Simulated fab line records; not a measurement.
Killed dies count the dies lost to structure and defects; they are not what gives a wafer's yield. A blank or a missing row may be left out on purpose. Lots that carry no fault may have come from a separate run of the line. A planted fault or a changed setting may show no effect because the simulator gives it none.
Struck lot and sound lot, side by side    flow gf180mcu    44 out of 602 route steps
Sound: these wafers, L196.2, L196.3, L196.5. Wafers struck: L209.3, L209.4, L209.6. The cause comes at the end.
Per side, at each step with rows, come the tool, then ch with its chambers, and then its first start. Under that, the readings that differ: sound wafers    struck wafers    difference of the means    sigmas: that difference in standard deviations of wafers without a fault.
alike: a reading whose means differ by less than 2 such deviations, as well as words and numbers matching on both sides. not compared: withheld readings; readings where some wafer has no value; bounds like >300 that might hide an equal value; numbers whose values overlap and for which the record gives no deviation.
A row with sigmas, a row that says differs or no value, or rows on one side alone: a step with any of these is where the two part. When numbers do not overlap yet have no deviation, they are printed without sigmas and do not part them. Lack of a reading on every wafer of one side parts them only where that side has two or more wafers.

first, 1 step without rows for these wafers: GF_MVSD_IMPLANT_09.
GF_MVSD_STRIP_10: strips in O2/N2.
  sound on plasma-asher-02 ch 0,1, day 4 21:04; struck on plasma-asher-04 ch 0,1, day 8 01:54
reading                      sound        struck       difference  sigmas
drypump-motor-current-A (A)  6.6 6.8 6.5  5.4 5.6 5.5  -1.1        -2
  alike: heater-power-w, oes-product-au, strip-time-to-endpoint-s
  not compared: rf-hours-counter-h
GF_MVSD_TW_MEAS_11:
  sound on film-metro-01, day 4 21:11; struck on film-metro-04, day 8 01:59
  alike: MVSD_TW
then, 7 steps without rows for these wafers: GF_MVPSD_DEHYDRATE_00 (time 60 s); GF_MVPSD_HMDS_01 (prime time 60 s); GF_MVPSD_COAT_02 (resist thk 3000 nm); GF_MVPSD_SOFTBAKE_03; GF_MVPSD_EXPOSE_04 (exposes mask MVPSD, target cd 1000 nm); GF_MVPSD_PEB_05; GF_MVPSD_DEVELOP_06 (develop time 60 s).
GF_MVPSD_OVL_MEAS_07:
  sound on overlay-01, day 5 11:37; struck on overlay-01, day 8 18:31
  alike: MVPSD_OVL
then, 1 step without rows for these wafers: GF_MVPSD_IMPLANT_08.
GF_MVPSD_IMPLANT_09:
  sound on implanter-03 ch 0, day 5 11:49; struck on implanter-02 ch 0, day 8 19:03
  alike: beam-on-s, end-station-pressure-torr, tilt-deg
GF_MVPSD_STRIP_10: strips in O2/N2.
  sound on plasma-asher-01 ch 0,1, day 5 11:57; struck on plasma-asher-01 ch 0,1, day 8 19:11
  alike: drypump-motor-current-A, heater-power-w, oes-product-au, strip-time-to-endpoint-s
  not compared: rf-hours-counter-h
GF_MVPSD_TW_MEAS_11:
  sound on film-metro-02, day 5 12:04; struck on film-metro-02, day 8 19:29
reading   sound        struck       difference  sigmas
MVPSD_TW  543 547 546  580 579 580  +34         +10
then, 7 steps without rows for these wafers: GF_VT_IMPLANT_DEHYDRATE_00 (time 60 s); GF_VT_IMPLANT_HMDS_01 (prime time 60 s); GF_VT_IMPLANT_COAT_02 (resist thk 1000 nm); GF_VT_IMPLANT_SOFTBAKE_03 (time 60 s); GF_VT_IMPLANT_EXPOSE_04 (exposes mask LVPWELL LV AREA, target cd 600 nm); GF_VT_IMPLANT_PEB_05; GF_VT_IMPLANT_DEVELOP_06 (develop time 60 s).
GF_VT_IMPLANT_OVL_MEAS_07:
  sound on overlay-01, day 6 02:29; struck on overlay-02, day 9 12:04
  alike: VT_IMPLANT_OVL
then, 1 step without rows for these wafers: GF_VT_IMPLANT_IMPLANT_08.
GF_VT_IMPLANT_STRIP_09: strips in O2/N2.
  sound on plasma-asher-03 ch 0,1, day 6 02:40; struck on plasma-asher-03 ch 0,1, day 9 12:16
  alike: drypump-motor-current-A, heater-power-w, oes-product-au, strip-time-to-endpoint-s
  not compared: rf-hours-counter-h
GF_VT_IMPLANT_TW_MEAS_10:
  sound on film-metro-04, day 6 02:46; struck on film-metro-03, day 9 12:22
reading        sound              struck             difference  sigmas
VT_IMPLANT_TW  565.3 564.5 565.4  570.8 571.7 572.4  +6.6        +2
then, 7 steps without rows for these wafers: GF_VT_IMPLANT_DEHYDRATE_11 (time 60 s); GF_VT_IMPLANT_HMDS_12 (prime time 60 s); GF_VT_IMPLANT_COAT_13 (resist thk 1000 nm); GF_VT_IMPLANT_SOFTBAKE_14 (time 60 s); GF_VT_IMPLANT_EXPOSE_15 (exposes mask Nwell LV AREA, target cd 860 nm); GF_VT_IMPLANT_PEB_16; GF_VT_IMPLANT_DEVELOP_17 (develop time 60 s).
GF_VT_IMPLANT_OVL_MEAS_18:
  sound on overlay-02, day 6 17:31; struck on overlay-02, day 10 04:52
  alike: VT_IMPLANT_01_OVL
then, 1 step without rows for these wafers: GF_VT_IMPLANT_IMPLANT_19.
GF_VT_IMPLANT_STRIP_20: strips in O2/N2.
  sound on plasma-asher-04 ch 0,1, day 6 17:41; struck on plasma-asher-03 ch 0,1, day 10 05:04
  alike: drypump-motor-current-A, heater-power-w, oes-product-au, strip-time-to-endpoint-s
  not compared: rf-hours-counter-h
GF_VT_IMPLANT_TW_MEAS_21:
  sound on film-metro-01, day 6 17:48; struck on film-metro-03, day 10 05:10
reading          sound           struck          difference  sigmas
VT_IMPLANT_2_TW  1210 1209 1211  1218 1223 1222  +11         +2
then, 5 steps without rows for these wafers: GF_VT_IMPLANT_DEHYDRATE_22 (time 60 s); GF_VT_IMPLANT_HMDS_23 (prime time 60 s); GF_VT_IMPLANT_COAT_24 (resist thk 1000 nm); GF_VT_IMPLANT_SOFTBAKE_25 (time 60 s); GF_VT_IMPLANT_EXPOSE_26 (exposes mask LVPWELL HV AREA, target cd 860 nm).
GF_VT_IMPLANT_RS_MEAS_49: measures by four-point-probe.
  sound on film-metro-04, day 8 00:47; struck on film-metro-02, day 11 19:12
reading            sound                 struck                difference  sigmas
MVPSD_RS (ohm/sq)  1175.0 1172.9 1170.5  1009.3 1009.8 1009.7  -163.2      -60
GF_PASSIVATION_PROBE_99:
  sound wafers here have rows in the record (prober-01, day 29 18:50); struck ones have none

## WHERE THEY PART
At GF_MVSD_STRIP_10 first; at GF_PASSIVATION_PROBE_99 last (within this record only).

WHY: what the simulator had put in
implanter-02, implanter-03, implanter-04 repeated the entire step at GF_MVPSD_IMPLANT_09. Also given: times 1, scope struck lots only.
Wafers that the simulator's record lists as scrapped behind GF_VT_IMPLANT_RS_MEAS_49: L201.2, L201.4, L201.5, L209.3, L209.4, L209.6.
